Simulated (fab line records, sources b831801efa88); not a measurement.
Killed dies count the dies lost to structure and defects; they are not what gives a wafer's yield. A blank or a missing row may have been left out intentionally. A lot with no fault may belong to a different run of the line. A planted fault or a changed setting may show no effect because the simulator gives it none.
fab line records	flow sky130
record lots=24	wafers=72	last_day=50
route steps=708 shown NWELL@68 VT_ADJUST_LVTN@104 LI_CONTACT@377 CONTACT@424 METAL1@434
lots that met no fault: from a run of the same line without faults
start_h: the number of hours between the record's first day and the start of the first shown wafer of the lot	wait_h: how many hours have passed since the lot's step before this one	" repeats the value in the row above	L1.1+2: several wafers, shown together as one row	- no value present, or no start provided	* or withheld: withheld	< > ~ a bound
route shown NAME@n: a module of which the file shows steps, and the number in the route of the first	usual: mean and standard deviation over wafers with no fault	same: alike in all rows	chamber/n: place in a boat	sites: the reading at each site	_std_site: standard deviation of those values	_edge_site: outer sites' mean less inner sites'	radius_mm: for every site, how far away it sits from the centre of the wafer	mask NAME#n: copy n	behind: the most recent tool/chamber to have shaped the wafer	hold: cause of the lot's hold/its duration in hours/its outcome	device: transistor that didn't switch, given as n, p or np	end of line: the route-end tests of the same wafers	a step with no rows: only its recipe	killed: count of dies lost to structure and defects at first sort (not the wafer's yield)	map: shows each die of a wafer: x if killed, . if not, _ if none is there
set.NAME: the setting the step ran with; set.NAME@STEP: the setting that earlier step ran with	model.NAME: the simulator's own value behind a step, which no gauge read
one table for each step of the route and one row for each wafer, over a sample of lots
services: when a tool's chamber went out of use (start_h, in hours from the record's first day, below 0 if earlier), for how many hours, and the reason
## steps
# step SKY_NWELL_TW_MEAS_15
# usual NWELL_TW=1807/19
lot.wafer	tool	chamber	start_h	wait_h	NWELL_TW
L074.1	film_metro-01	-	86.23	0.1	1826
L074.2	"	-	"	"	1822
L074.5	"	-	"	"	1824
L075.3	film_metro-02	-	86.60	0.1	1779
L075.5	"	-	"	"	1776
L075.6	"	-	"	"	1775
L076.1	film_metro-02	-	98.83	0.1	1781
L076.3	"	-	"	"	1775
L076.4	"	-	"	"	1764
L077.2	film_metro-02	-	101.09	0.1	1780
L077.4	"	-	"	"	1770
L077.6	"	-	"	"	1773
L078.2	film_metro-03	-	111.88	0.1	1834
L078.3	"	-	"	"	1838
L078.4	"	-	"	"	1828
L079.4	film_metro-01	-	123.40	0.1	1812
L079.5	"	-	"	"	1821
L079.6	"	-	"	"	1821
L080.3	film_metro-01	-	123.83	0.1	1824
L080.4	"	-	"	"	1815
L080.6	"	-	"	"	1819
L081.2	film_metro-03	-	131.54	0.1	1807
L081.3	"	-	"	"	1804
L081.5	"	-	"	"	1796
L082.2	film_metro-01	-	132.99	0.1	1823
L082.4	"	-	"	"	1815
L082.6	"	-	"	"	1828
L083.1	film_metro-01	-	135.17	0.1	1826
L083.3	"	-	"	"	1829
L083.4	"	-	"	"	1822
L084.2	film_metro-02	-	146.46	0.1	1780
L084.3	"	-	"	"	1794
L084.6	"	-	"	"	1784
L085.3	film_metro-02	-	152.35	0.1	1787
L085.4	"	-	"	"	1784
L085.6	"	-	"	"	1781
L086.2	film_metro-02	-	157.49	0.1	1788
L086.5	"	-	"	"	1786
L086.6	"	-	"	"	1781
L087.1	film_metro-03	-	164.43	0.1	1821
L087.2	"	-	"	"	1808
L087.4	"	-	"	"	1806
L089.4	film_metro-01	-	176.01	0.1	1825
L089.5	"	-	"	"	1823
L089.6	"	-	"	"	1824
L088.1	film_metro-03	-	176.28	0.1	1811
L088.3	"	-	"	"	1809
L088.6	"	-	"	"	1807
L090.1	film_metro-03	-	182.78	0.1	1801
L090.4	"	-	"	"	1800
L090.6	"	-	"	"	1798
L091.4	film_metro-01	-	187.61	0.1	1822
L091.5	"	-	"	"	1810
L091.6	"	-	"	"	1800
L092.4	film_metro-03	-	189.60	0.1	1804
L092.5	"	-	"	"	1801
L092.6	"	-	"	"	1806
L093.3	film_metro-01	-	199.20	0.1	1825
L093.5	"	-	"	"	1819
L093.6	"	-	"	"	1825
L094.2	film_metro-03	-	205.59	0.1	1815
L094.3	"	-	"	"	1812
L094.4	"	-	"	"	1807
L095.1	film_metro-01	-	208.07	0.1	1827
L095.2	"	-	"	"	1834
L095.5	"	-	"	"	1831
L096.1	film_metro-01	-	212.93	0.1	1824
L096.2	"	-	"	"	1828
L096.4	"	-	"	"	1823
L097.3	film_metro-02	-	222.70	0.1	1782
L097.4	"	-	"	"	1792
L097.5	"	-	"	"	1791
# step SKY_NWELL_TW_MEAS_26
# usual NWELL_2_TW=494/5
lot.wafer	tool	chamber	start_h	wait_h	NWELL_2_TW
L074.1	film_metro-01	-	104.33	0.1	498
L074.2	"	-	"	"	497
L074.5	"	-	"	"	501
L075.3	film_metro-02	-	104.49	0.1	482
L075.5	"	-	"	"	487
L075.6	"	-	"	"	483
L076.1	film_metro-01	-	117.52	0.1	498
L076.3	"	-	"	"	498
L076.4	"	-	"	"	502
L077.2	film_metro-01	-	119.19	0.1	499
L077.4	"	-	"	"	500
L077.6	"	-	"	"	498
L078.2	film_metro-03	-	130.59	0.1	490
L078.3	"	-	"	"	495
L078.4	"	-	"	"	495
L079.4	film_metro-02	-	142.31	0.1	488
L079.5	"	-	"	"	488
L079.6	"	-	"	"	488
L080.3	film_metro-01	-	142.85	0.1	494
L080.4	"	-	"	"	498
L080.6	"	-	"	"	495
L081.2	film_metro-01	-	151.54	0.1	498
L081.3	"	-	"	"	499
L081.5	"	-	"	"	497
L082.2	film_metro-01	-	152.63	0.1	500
L082.4	"	-	"	"	500
L082.6	"	-	"	"	501
L083.1	film_metro-01	-	155.53	0.1	500
L083.3	"	-	"	"	500
L083.4	"	-	"	"	499
L084.2	film_metro-03	-	166.88	0.1	494
L084.3	"	-	"	"	495
L084.6	"	-	"	"	495
L085.3	film_metro-01	-	172.94	0.1	497
L085.4	"	-	"	"	493
L085.6	"	-	"	"	492
L086.2	film_metro-02	-	177.28	0.1	481
L086.5	"	-	"	"	484
L086.6	"	-	"	"	485
L087.1	film_metro-03	-	185.43	0.1	494
L087.2	"	-	"	"	493
L087.4	"	-	"	"	494
L089.4	film_metro-02	-	197.94	0.1	486
L089.5	"	-	"	"	486
L089.6	"	-	"	"	487
L088.1	film_metro-01	-	198.03	0.1	495
L088.3	"	-	"	"	495
L088.6	"	-	"	"	498
L090.1	film_metro-01	-	204.02	0.1	498
L090.4	"	-	"	"	499
L090.6	"	-	"	"	497
L091.4	film_metro-03	-	209.46	0.1	493
L091.5	"	-	"	"	494
L091.6	"	-	"	"	496
L092.4	film_metro-02	-	210.60	0.1	486
L092.5	"	-	"	"	489
L092.6	"	-	"	"	487
L093.3	film_metro-03	-	221.50	0.1	496
L093.5	"	-	"	"	497
L093.6	"	-	"	"	496
L094.2	film_metro-03	-	228.09	0.1	495
L094.3	"	-	"	"	494
L094.4	"	-	"	"	495
L095.1	film_metro-02	-	230.72	0.1	490
L095.2	"	-	"	"	491
L095.5	"	-	"	"	491
L096.1	film_metro-03	-	234.88	0.1	493
L096.2	"	-	"	"	493
L096.4	"	-	"	"	493
L097.3	film_metro-03	-	245.85	0.1	492
L097.4	"	-	"	"	493
L097.5	"	-	"	"	495
# step SKY_VT_ADJUST_LVTN_OVL_MEAS_07
# usual VT_ADJUST_LVTN_OVL=-0.1/1.5
lot.wafer	tool	chamber	start_h	wait_h	VT_ADJUST_LVTN_OVL[nm]
L074.1	overlay-02	-	141.59	-	-2.9
L074.2	"	-	"	"	-0.7
L074.5	"	-	"	"	-3.7
L075.3	overlay-02	-	141.88	-	1.3
L075.5	"	-	"	"	1.1
L075.6	"	-	"	"	0.1
L076.1	overlay-02	-	157.19	-	-2.5
L076.3	"	-	"	"	-2.0
L076.4	"	-	"	"	-3.5
L077.2	overlay-01	-	159.19	-	0.7
L077.4	"	-	"	"	1.0
L077.6	"	-	"	"	1.2
L078.2	overlay-01	-	170.49	-	0.8
L078.3	"	-	"	"	1.2
L078.4	"	-	"	"	1.8
L079.4	overlay-01	-	183.14	-	1.4
L079.5	"	-	"	"	0.3
L079.6	"	-	"	"	2.4
L080.3	overlay-01	-	184.20	-	-0.6
L080.4	"	-	"	"	-2.2
L080.6	"	-	"	"	-1.0
L081.2	overlay-02	-	192.84	-	-1.7
L081.3	"	-	"	"	-0.8
L081.5	"	-	"	"	-0.4
L082.2	overlay-01	-	195.65	-	0.0
L082.4	"	-	"	"	0.8
L082.6	"	-	"	"	1.5
L083.1	overlay-02	-	197.67	-	1.8
L083.3	"	-	"	"	1.4
L083.4	"	-	"	"	0.4
L084.2	overlay-02	-	209.50	-	-2.2
L084.3	"	-	"	"	-1.0
L084.6	"	-	"	"	-2.1
L085.3	overlay-01	-	216.80	-	0.0
L085.4	"	-	"	"	-1.9
L085.6	"	-	"	"	-1.7
L086.2	overlay-02	-	221.34	-	-3.3
L086.5	"	-	"	"	-1.7
L086.6	"	-	"	"	-4.6
L087.1	overlay-01	-	230.14	-	2.1
L087.2	"	-	"	"	1.1
L087.4	"	-	"	"	1.6
L089.4	overlay-02	-	243.61	-	-0.6
L089.5	"	-	"	"	-2.7
L089.6	"	-	"	"	-1.2
L088.1	overlay-01	-	243.77	-	0.6
L088.3	"	-	"	"	-0.9
L088.6	"	-	"	"	1.3
L090.1	overlay-01	-	249.84	-	-0.5
L090.4	"	-	"	"	-0.2
L090.6	"	-	"	"	0.1
L091.4	overlay-02	-	255.36	-	0.1
L091.5	"	-	"	"	-0.6
L091.6	"	-	"	"	0.6
L092.4	overlay-02	-	256.49	-	2.3
L092.5	"	-	"	"	0.5
L092.6	"	-	"	"	-0.4
L093.3	overlay-01	-	269.18	-	0.2
L093.5	"	-	"	"	0.6
L093.6	"	-	"	"	-0.7
L094.2	overlay-02	-	276.59	-	-0.7
L094.3	"	-	"	"	-1.4
L094.4	"	-	"	"	1.2
L095.1	overlay-02	-	278.49	-	1.2
L095.2	"	-	"	"	2.3
L095.5	"	-	"	"	0.6
L096.1	overlay-01	-	283.29	-	0.4
L096.2	"	-	"	"	1.2
L096.4	"	-	"	"	1.6
L097.3	overlay-01	-	295.36	-	-0.5
L097.4	"	-	"	"	-0.5
L097.5	"	-	"	"	0.3
# step SKY_LI_CONTACT_ETCH_15
# recipe target=PSG	chemistry=C4F8/O2/Ar	stop_on=Si	taper_deg=4.15	mask_material=KrF-thick	source_w=1500	bias_w=1200	pressure_mtorr=40	c4f8_flow_sccm=withheld	O2_flow_sccm=6	Ar_flow_sccm=300	time_s=withheld	target_depth_a=6000
# usual oes_product_au=0.837/0.0042
lot.wafer	tool	chamber	start_h	wait_h	oes_product_au
L075.3	rie_diel-01	1	673.24	0.0	0.832
L075.5	"	3	"	"	0.840
L075.6	"	0	"	"	0.842
L074.1	rie_diel-04	1	674.49	0.0	0.845
L074.2	"	2	"	"	0.830
L074.5	"	3	"	"	0.835
L076.1	rie_diel-01	0	691.54	0.0	0.834
L076.3	"	2	"	"	0.840
L076.4	"	1	"	"	0.831
L077.2	rie_diel-01	1	694.84	0.0	0.839
L077.4	"	2	"	"	0.834
L077.6	"	2	"	"	0.837
L078.2	rie_diel-04	0	710.19	0.0	0.845
L078.3	"	3	"	"	0.838
L078.4	"	2	"	"	0.830
L080.3	rie_diel-01	0	733.94	0.0	0.835
L080.4	"	2	"	"	0.834
L080.6	"	2	"	"	0.831
L079.4	rie_diel-02	3	735.99	0.0	0.838
L079.5	"	1	"	"	0.837
L079.6	"	2	"	"	0.840
L081.2	rie_diel-02	3	739.84	0.0	0.839
L081.3	"	2	"	"	0.845
L081.5	"	3	"	"	0.834
L082.2	rie_diel-02	3	741.99	0.0	0.835
L082.4	"	2	"	"	0.837
L082.6	"	3	"	"	0.836
L083.1	rie_diel-02	0	748.59	0.0	0.834
L083.3	"	1	"	"	0.831
L083.4	"	2	"	"	0.832
L084.2	rie_diel-01	0	752.59	0.0	0.834
L084.3	"	3	"	"	0.839
L084.6	"	2	"	"	0.836
L085.3	rie_diel-04	1	770.59	0.0	0.847
L085.4	"	3	"	"	0.837
L085.6	"	1	"	"	0.842
L086.2	rie_diel-02	2	771.59	0.0	0.837
L086.5	"	0	"	"	0.833
L086.6	"	3	"	"	0.838
L087.1	rie_diel-04	0	785.79	0.0	0.839
L087.2	"	3	"	"	0.838
L087.4	"	2	"	"	0.837
L088.1	rie_diel-01	1	793.19	0.0	0.839
L088.3	"	0	"	"	0.836
L088.6	"	0	"	"	0.843
L089.4	rie_diel-01	3	795.64	0.0	0.830
L089.5	"	0	"	"	0.837
L089.6	"	3	"	"	0.838
L090.1	rie_diel-02	3	806.04	0.0	0.841
L090.4	"	0	"	"	0.837
L090.6	"	3	"	"	0.837
L091.4	rie_diel-01	2	807.79	0.0	0.841
L091.5	"	2	"	"	0.838
L091.6	"	3	"	"	0.834
L092.4	rie_diel-01	2	810.46	0.0	0.836
L092.5	"	1	"	"	0.840
L092.6	"	2	"	"	0.830
L093.3	rie_diel-04	3	825.04	0.0	0.835
L093.5	"	2	"	"	0.832
L093.6	"	1	"	"	0.845
L094.2	rie_diel-01	1	832.88	0.0	0.835
L094.3	"	0	"	"	0.835
L094.4	"	3	"	"	0.840
L095.1	rie_diel-01	2	834.19	0.0	0.832
L095.2	"	0	"	"	0.834
L095.5	"	1	"	"	0.839
L096.1	rie_diel-01	3	839.71	0.0	0.840
L096.2	"	2	"	"	0.834
L096.4	"	1	"	"	0.835
L097.3	rie_diel-01	3	850.04	0.0	0.845
L097.4	"	0	"	"	0.838
L097.5	"	3	"	"	0.834
# step SKY_CONTACT_ETCH_18
# recipe target=Si3N4	chemistry=CHF3/O2	stop_on=TiN	source_w=600	bias_w=200	pressure_mtorr=40	chf3_flow_sccm=50	O2_flow_sccm=5	time_s=39	target_depth_a=750
# usual drypump_motor_current_A=5.5/0.44	oes_product_au=0.857/0.0079	throttle_valve_pct=8.792/0.0092
lot.wafer	tool	chamber	start_h	wait_h	drypump_motor_current_A	oes_product_au	rf_hours_counter_h	throttle_valve_pct
L075.3	rie_diel-04	2	-	-	6.3	0.859	17	8.793
L075.5	"	2	"	"	6.4	0.860	-	8.792
L075.6	"	1	"	"	5.6	0.866	-	8.798
L074.1	rie_diel-02	2	-	-	5.2	0.848	5	8.786
L074.2	"	3	"	"	5.1	0.845	9	8.792
L074.5	"	3	"	"	5.1	0.857	-	8.794
L076.1	rie_diel-03	1	-	-	5.0	0.847	18	8.795
L076.3	"	0	"	"	5.1	0.848	8	8.799
L076.4	"	0	"	"	5.1	0.860	-	8.798
L077.2	rie_diel-04	1	-	-	5.6	0.844	5	8.774
L077.4	"	2	"	"	6.4	0.851	18	8.780
L077.6	"	3	"	"	5.8	0.850	-	8.791
L078.2	rie_diel-02	2	-	-	5.2	0.847	6	8.800
L078.3	"	1	"	"	5.7	0.854	2	8.781
L078.4	"	0	"	"	5.2	0.847	11	8.801
L080.3	rie_diel-04	2	-	-	6.4	0.861	18	8.797
L080.4	"	3	"	"	5.9	0.871	24	8.802
L080.6	"	0	"	"	6.2	0.863	-	8.759
L079.4	rie_diel-03	0	-	-	5.1	0.855	9	8.805
L079.5	"	2	"	"	5.8	0.863	-	8.806
L079.6	"	3	"	"	5.3	0.859	-	8.803
L081.2	rie_diel-03	3	-	-	5.2	0.865	8	8.785
L081.3	"	2	"	"	5.8	0.866	11	8.792
L081.5	"	1	"	"	5.0	0.855	-	8.799
L082.2	rie_diel-03	1	-	-	5.0	0.863	19	8.807
L082.4	"	2	"	"	5.7	0.864	11	8.793
L082.6	"	3	"	"	5.3	0.878	-	8.794
L083.1	rie_diel-03	3	-	-	5.3	0.846	8	8.788
L083.3	"	1	"	"	5.0	0.863	20	8.784
L083.4	"	2	"	"	5.8	0.867	11	8.790
L084.2	rie_diel-02	0	-	-	5.2	0.849	11	8.779
L084.3	"	3	"	"	5.1	0.875	11	8.786
L084.6	"	3	"	"	5.1	0.867	-	8.781
L085.3	rie_diel-03	3	-	-	5.3	0.850	9	8.790
L085.4	"	2	"	"	5.7	0.859	12	8.779
L085.6	"	2	"	"	5.7	0.861	-	8.805
L086.2	rie_diel-03	3	-	-	5.3	0.857	9	8.777
L086.5	"	2	"	"	5.7	0.860	-	8.796
L086.6	"	3	"	"	5.3	0.850	-	8.780
L087.1	rie_diel-04	2	-	-	6.4	0.852	20	8.793
L087.2	"	3	"	"	5.9	0.845	26	8.787
L087.4	"	2	"	"	6.4	0.853	-	8.796
L088.1	rie_diel-03	0	-	-	5.1	0.845	12	8.786
L088.3	"	3	"	"	5.2	0.858	10	8.784
L088.6	"	0	"	"	5.1	0.850	-	8.792
L089.4	rie_diel-04	2	-	-	6.3	0.861	21	8.801
L089.5	"	3	"	"	5.8	0.857	-	8.783
L089.6	"	0	"	"	6.2	0.859	-	8.768
L090.1	rie_diel-02	0	-	-	5.2	0.860	14	8.796
L090.4	"	1	"	"	5.8	0.882	5	8.802
L090.6	"	2	"	"	5.2	0.870	-	8.807
L091.4	rie_diel-04	2	-	-	6.4	0.854	-	8.781
L091.5	"	3	"	"	5.9	0.864	-	8.791
L091.6	"	1	"	"	5.6	0.849	-	8.802
L092.4	rie_diel-04	2	-	-	6.4	0.855	-	8.792
L092.5	"	3	"	"	5.9	0.871	-	8.789
L092.6	"	1	"	"	5.6	0.865	-	8.799
L093.3	rie_diel-02	0	-	-	5.2	0.862	14	8.805
L093.5	"	3	"	"	5.1	0.865	-	8.785
L093.6	"	2	"	"	5.2	0.870	-	8.796
L094.2	rie_diel-04	2	-	-	6.4	0.834	22	8.796
L094.3	"	1	"	"	5.6	0.855	9	8.801
L094.4	"	0	"	"	6.2	0.858	0	8.798
L095.1	rie_diel-02	3	-	-	5.1	0.855	14	8.775
L095.2	"	1	"	"	5.7	0.846	6	8.791
L095.5	"	0	"	"	5.2	0.859	-	8.791
L096.1	rie_diel-03	0	-	-	5.1	0.860	13	8.782
L096.2	"	3	"	"	5.3	0.854	12	8.798
L096.4	"	2	"	"	5.8	0.863	15	8.801
L097.3	rie_diel-04	0	-	-	6.2	0.854	1	8.787
L097.4	"	2	"	"	6.3	0.862	22	8.794
L097.5	"	2	"	"	6.4	0.860	-	8.806
# step SKY_METAL1_SPUTTER_00
# recipe material=Ti	target_thk_nm=15	power_w=3000	time_s=10	chamber_pressure_pa=0.4
# usual chamber_pressure_pa=0.3999/0.00076	throttle_valve_pct=29.8/0.84
lot.wafer	tool	chamber	start_h	wait_h	chamber_pressure_pa	throttle_valve_pct
L075.3	pvd_sputter-01	-	727.64	0.1	0.3993	29.8
L075.5	"	-	"	"	0.3992	28.9
L075.6	"	-	"	"	0.3991	28.9
L074.1	pvd_sputter-04	-	729.06	0.2	0.4000	29.4
L074.2	"	-	"	"	0.4002	30.1
L074.5	"	-	"	"	0.4005	29.8
L076.1	pvd_sputter-03	-	748.92	0.1	0.3996	31.8
L076.3	"	-	"	"	0.3988	29.5
L076.4	"	-	"	"	0.3999	29.0
L077.2	pvd_sputter-04	-	752.37	0.1	0.4019	29.6
L077.4	"	-	"	"	0.4002	30.9
L077.6	"	-	"	"	0.4005	29.1
L078.2	pvd_sputter-01	-	769.28	0.1	0.4009	28.7
L078.3	"	-	"	"	0.3980	28.7
L078.4	"	-	"	"	0.3995	29.9
L080.3	pvd_sputter-01	-	789.49	0.1	0.4002	28.5
L080.4	"	-	"	"	0.4002	30.2
L080.6	"	-	"	"	0.4001	28.6
L079.4	pvd_sputter-04	-	792.20	0.1	0.3995	28.8
L079.5	"	-	"	"	0.4009	29.4
L079.6	"	-	"	"	0.3996	29.1
L081.2	pvd_sputter-04	-	797.68	0.2	0.3994	31.1
L081.3	"	-	"	"	0.3994	29.2
L081.5	"	-	"	"	0.3991	29.3
L082.2	pvd_sputter-04	-	800.01	0.2	0.3995	30.8
L082.4	"	-	"	"	0.3999	30.0
L082.6	"	-	"	"	0.4001	29.9
L083.1	pvd_sputter-01	-	806.12	0.1	0.3993	28.5
L083.3	"	-	"	"	0.3994	29.4
L083.4	"	-	"	"	0.4009	28.5
L084.2	pvd_sputter-03	-	809.33	0.1	0.3986	28.9
L084.3	"	-	"	"	0.4003	32.2
L084.6	"	-	"	"	0.3994	29.3
L085.3	pvd_sputter-01	-	827.82	0.2	0.3996	29.7
L085.4	"	-	"	"	0.4004	28.7
L085.6	"	-	"	"	0.4005	30.3
L086.2	pvd_sputter-04	-	830.89	0.2	0.4011	30.2
L086.5	"	-	"	"	0.3999	29.0
L086.6	"	-	"	"	0.3999	30.8
L087.1	pvd_sputter-04	-	843.28	0.1	0.4010	29.4
L087.2	"	-	"	"	0.3990	31.0
L087.4	"	-	"	"	0.3995	29.1
L088.1	pvd_sputter-04	-	849.65	0.2	0.3997	30.9
L088.3	"	-	"	"	0.4004	29.6
L088.6	"	-	"	"	0.4008	30.2
L089.4	pvd_sputter-04	-	852.12	0.1	0.4000	31.2
L089.5	"	-	"	"	0.4001	30.8
L089.6	"	-	"	"	0.4011	29.2
L090.1	pvd_sputter-04	-	863.18	0.2	0.3995	29.9
L090.4	"	-	"	"	0.3988	29.0
L090.6	"	-	"	"	0.4015	30.0
L091.4	pvd_sputter-01	-	865.65	0.1	0.3999	28.6
L091.5	"	-	"	"	0.4007	29.1
L091.6	"	-	"	"	0.3997	30.1
L092.4	pvd_sputter-04	-	868.17	0.1	0.3994	29.2
L092.5	"	-	"	"	0.3988	31.1
L092.6	"	-	"	"	0.3988	29.9
L093.3	pvd_sputter-04	-	880.99	0.2	0.3994	29.2
L093.5	"	-	"	"	0.3998	30.8
L093.6	"	-	"	"	0.3990	29.3
L094.2	pvd_sputter-01	-	888.66	0.1	0.4000	30.0
L094.3	"	-	"	"	0.3993	28.9
L094.4	"	-	"	"	0.3995	29.8
L095.1	pvd_sputter-04	-	889.47	0.2	0.3991	29.2
L095.2	"	-	"	"	0.4008	29.6
L095.5	"	-	"	"	0.4010	30.2
L096.1	pvd_sputter-04	-	895.02	0.2	0.4002	30.0
L096.2	"	-	"	"	0.3998	30.9
L096.4	"	-	"	"	0.4009	29.0
L097.3	pvd_sputter-01	-	904.68	0.2	0.3992	30.1
L097.4	"	-	"	"	0.4006	28.6
L097.5	"	-	"	"	0.4001	28.8
## services
tool	chamber	start_h	hours	kind
rie_diel-02	-	673.37	0.8	repair
pvd_sputter-03	-	703.45	2.7	repair
rie_diel-03	3	705.84	4.0	repair
rie_diel-02	-	718.98	2.8	pm
pvd_sputter-04	-	719.89	3.0	repair
rie_diel-03	2	725.01	27.3	repair
rie_diel-04	-	741.66	2.3	repair
rie_diel-01	-	753.00	2.8	pm
rie_diel-01	2	766.79	5.1	repair
rie_diel-01	3	792.22	2.7	repair
rie_diel-02	1	795.12	15.3	repair
rie_diel-02	0	799.21	5.2	repair
rie_diel-04	-	827.82	2.8	pm
rie_diel-04	0	841.64	2.7	repair
rie_diel-01	3	843.52	3.4	repair
rie_diel-01	2	848.91	13.4	repair
rie_diel-04	2	854.04	5.2	repair
rie_diel-04	0	859.90	2.7	repair
rie_diel-01	3	862.35	1.3	repair
rie_diel-01	-	869.02	0.5	repair
pvd_sputter-04	-	869.55	6.5	repair
rie_diel-04	3	869.59	3.9	repair
rie_diel-04	2	870.72	9.8	repair
pvd_sputter-01	-	876.32	5.7	repair
## key
fault none
